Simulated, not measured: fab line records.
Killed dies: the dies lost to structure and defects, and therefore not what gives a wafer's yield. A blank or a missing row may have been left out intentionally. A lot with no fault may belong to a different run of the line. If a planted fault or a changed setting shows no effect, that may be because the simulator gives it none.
Problem report in the 8D (eight disciplines) form, filled by code | flow sky130 | the parts of the form that need people (team, actions taken, sign-off) are left out

== 1. THE PROBLEM ==
Wafers without a fault read 381.4 nm, standard deviation 2.4; cd_nm at SKY_VT_ADJUST_HVTR_CD_MEAS_07 reads a mean of 403.0 nm on 3 wafers belonging to 3 lots. Relative to the usual mean, that is a shift of +9.0 standard deviations.
The step: target cd 380 nm.
Earliest sighting: wafer L730.5 on cd_sem-02 at day 12 10:48. At this step, 40 wafers from 14 lots have a number in the record. Rule for "out" (also "out of limits"): further than 4 standard deviations from the usual mean. Any other wafer with a number is counted as sound.

== 2. WHAT THIS IS AND IS NOT ==
question                    | is                     | is not
which readings at this step | cd_nm                  | -
which lots                  | L730, L732, L734       | L722, L723, L724, L736, L737, L738, L739, L741, L742, L743, L744
which wafers of those lots  | L730.5, L732.5, L734.5 | L730.3, L732.6, L734.4, L734.6
read on which gauges        | cd_sem-01, cd_sem-02   | -
when                        | from day 12 10:48      | up to then (10 sound wafers); but 27 sound wafers of L732, L734, L736, L737, L738, L739, L741, L742, L743, L744 came after

== 3. THE SUSPECTS, EACH WITH WHAT RULES IT OUT ==
Counting: if a tool at a process step up to the reading ran every lot that is out, it stays a suspect. Sound lots after the first of them don't rule it out here, since some wafers of a struck lot are sound.
- the gauge at SKY_VT_ADJUST_HVTR_CD_MEAS_07 has been ruled out. Those wafers that are out were read across 2 gauges (cd_sem-01, cd_sem-02).
- litho_track-02 at SKY_VT_ADJUST_HVTR_DEVELOP_06 (develop time 60 s): kept. It ran every lot that is out, first L730 (day 12 10:40).
After counting, what remains is litho_track-02 at SKY_VT_ADJUST_HVTR_DEVELOP_06.

== 4. THE CAUSE (what the simulator had put in) ==
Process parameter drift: litho_track-02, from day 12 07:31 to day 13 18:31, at SKY_VT_ADJUST_HVTR_DEVELOP_06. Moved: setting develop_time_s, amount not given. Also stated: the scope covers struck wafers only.
Counting left only this tool.

== 5. SEQUENCE OF EFFECTS, ordered by route ==
Each row: a reading where the mean over the struck wafers with a number is more than 3 standard deviations away from the usual. Scope: only readings with a usual standard deviation given in the record; hours: median across lots of the time from each lot's start at the first step in this table that gives one to its start at this step; sigmas: change in usual standard deviations.
hours | step                          | reading | usual    | on struck wafers | change | sigmas
0     | SKY_VT_ADJUST_HVTR_CD_MEAS_07 | cd_nm   | 381.4 nm | 403.0            | +21.6  | +9.0

== 6. HOW IT WOULD HAVE BEEN CAUGHT EARLIER ==
Counted from the fault's start at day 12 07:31, it took 3 hours until the first out-of-limits reading at a measuring or inspecting step in this record, taken at day 12 10:48.
Of the tool readings at SKY_VT_ADJUST_HVTR_DEVELOP_06 for which the record gives a usual standard deviation, none was out on any struck wafer, so an alarm limit of 4 standard deviations on them would not have fired.
Among the 3 lots that are out, L732, L734 began SKY_VT_ADJUST_HVTR_DEVELOP_06 on litho_track-02 after day 12 10:48. A hold on the tool at that time would have spared those 2.
